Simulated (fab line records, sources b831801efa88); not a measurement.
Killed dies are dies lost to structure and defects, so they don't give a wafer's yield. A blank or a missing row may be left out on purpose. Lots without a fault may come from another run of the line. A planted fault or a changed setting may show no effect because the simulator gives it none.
Tool commonality check | flow gf180mcu | 13 lots, 39 wafers sampled

WHY IT WAS OPENED
At GF_DUAL_GATE_THK_MEAS_03 the reading DUAL_GATE_OXIDATION_00_THK is flagged on 2 of 13 lots. Wafers without a fault read 10.79 nm, standard deviation 0.2.
Rule: a lot is flagged when every wafer of it that has a number lies more than 4 standard deviations from that mean, or none has a number. The other lots count as sound.

lot  | measured     | on            | DUAL_GATE_OXIDATION_00_THK (nm), wafer by wafer | flag
L754 | day 7 20:32  | film_metro-04 | 10.60 10.56 10.82                               |
L756 | day 8 05:22  | film_metro-01 | 10.91 10.88 11.07                               |
L758 | day 8 18:08  | film_metro-01 | 10.99 10.79 10.93                               |
L761 | day 9 13:56  | film_metro-01 | 10.48 10.64 10.40                               |
L764 | day 10 12:51 | film_metro-04 | 10.77 10.76 10.86                               |
L765 | day 10 21:45 | film_metro-01 | 16.79 16.87 17.17                               | FLAGGED
L768 | day 11 13:51 | film_metro-04 | 10.90 10.85 10.93                               |
L769 | day 11 20:40 | film_metro-02 | 16.64 16.84 16.89                               | FLAGGED
L771 | day 12 11:24 | film_metro-02 | 11.08 10.84 10.72                               |
L772 | day 12 15:32 | film_metro-04 | 10.83 10.82 10.92                               |
L774 | day 13 03:32 | film_metro-02 | 10.93 11.06 11.16                               |
L775 | day 13 14:23 | film_metro-04 | 10.99 10.68 10.80                               |
L776 | day 13 20:31 | film_metro-02 | 10.55 10.50 10.53                               |
The numbers of the flagged lots are 16.87 nm on average: +6.08 nm against the usual, or +30 standard deviations.

WHICH TOOL RAN EACH LOT
The record holds 2 process steps before the reading, out of a route of 602 steps. In each cell: the tool, then ch and the chambers that the sampled wafers went through, then the start.
lot  | flag    | GF_VT_IMPLANT_RTA_45             | GF_DUAL_GATE_OXIDATION_02
L754 |         | rtp_anneal-02 ch 0, day 7 15:27  | furnace-01 ch 0, day 7 19:05
L756 |         | rtp_anneal-01 ch 0, day 8 01:51  | furnace-02 ch 0, day 8 03:55
L758 |         | rtp_anneal-02 ch 0, day 8 15:31  | furnace-02 ch 0, day 8 16:41
L761 |         | rtp_anneal-01 ch 0, day 9 11:42  | furnace-01 ch 0, day 9 12:29
L764 |         | rtp_anneal-01 ch 0, day 10 10:28 | furnace-01 ch 0, day 10 11:24
L765 | FLAGGED | rtp_anneal-01 ch 0, day 10 16:39 | furnace-01 ch 0, day 10 17:28
L768 |         | rtp_anneal-02 ch 0, day 11 11:31 | furnace-02 ch 0, day 11 12:24
L769 | FLAGGED | rtp_anneal-01 ch 0, day 11 16:51 | furnace-01 ch 0, day 11 17:37
L771 |         | rtp_anneal-01 ch 0, day 12 08:48 | furnace-02 ch 0, day 12 09:58
L772 |         | rtp_anneal-01 ch 0, day 12 13:19 | furnace-01 ch 0, day 12 14:04
L774 |         | rtp_anneal-01 ch 0, day 13 01:15 | furnace-02 ch 0, day 13 02:05
L775 |         | rtp_anneal-02 ch 0, day 13 12:10 | furnace-02 ch 0, day 13 12:56
L776 |         | rtp_anneal-02 ch 0, day 13 17:59 | furnace-01 ch 0, day 13 19:03
What these steps do:
- GF_VT_IMPLANT_RTA_45: time 30 s.
- GF_DUAL_GATE_OXIDATION_02: stabilise 600 s, purge 300 s, target thk 10.887 nm.
- GF_DUAL_GATE_THK_MEAS_03

FLAGGED OVER TOTAL, TOOL BY TOOL (the gauges that took the reading come last)
step                      | tool          | lots run | flagged | share of the flagged lots | sound lots run after its first flagged lot
GF_VT_IMPLANT_RTA_45      | rtp_anneal-01 | 8        | 2       | all                       | 3 (L771,L772,L774)
GF_VT_IMPLANT_RTA_45      | rtp_anneal-02 | 5        | 0       | none                      | -
GF_DUAL_GATE_OXIDATION_02 | furnace-01    | 7        | 2       | all                       | 2 (L772,L776)
GF_DUAL_GATE_OXIDATION_02 | furnace-02    | 6        | 0       | none                      | -
GF_DUAL_GATE_THK_MEAS_03  | film_metro-01 | 4        | 1       | some                      | 0
GF_DUAL_GATE_THK_MEAS_03  | film_metro-02 | 4        | 1       | some                      | 3 (L771,L774,L776)
GF_DUAL_GATE_THK_MEAS_03  | film_metro-04 | 5        | 0       | none                      | -

WHAT THE TABLE ALLOWS
2 rows of the table ran every flagged lot: rtp_anneal-01 at GF_VT_IMPLANT_RTA_45, furnace-01 at GF_DUAL_GATE_OXIDATION_02.
- rtp_anneal-01 at GF_VT_IMPLANT_RTA_45: 2 of its 8 lots flagged. Sound lots ran on it after the first flagged one (L771, L772, L774), which a lasting fault on the whole tool wouldn't allow.
- furnace-01 at GF_DUAL_GATE_OXIDATION_02: 2 of its 7 lots flagged. Sound lots ran on it after the first flagged one (L772, L776), which a lasting fault on the whole tool wouldn't allow.
No row of the table ran every flagged lot and no sound lot after the first.

WHAT THE SIMULATOR HAD PUT IN
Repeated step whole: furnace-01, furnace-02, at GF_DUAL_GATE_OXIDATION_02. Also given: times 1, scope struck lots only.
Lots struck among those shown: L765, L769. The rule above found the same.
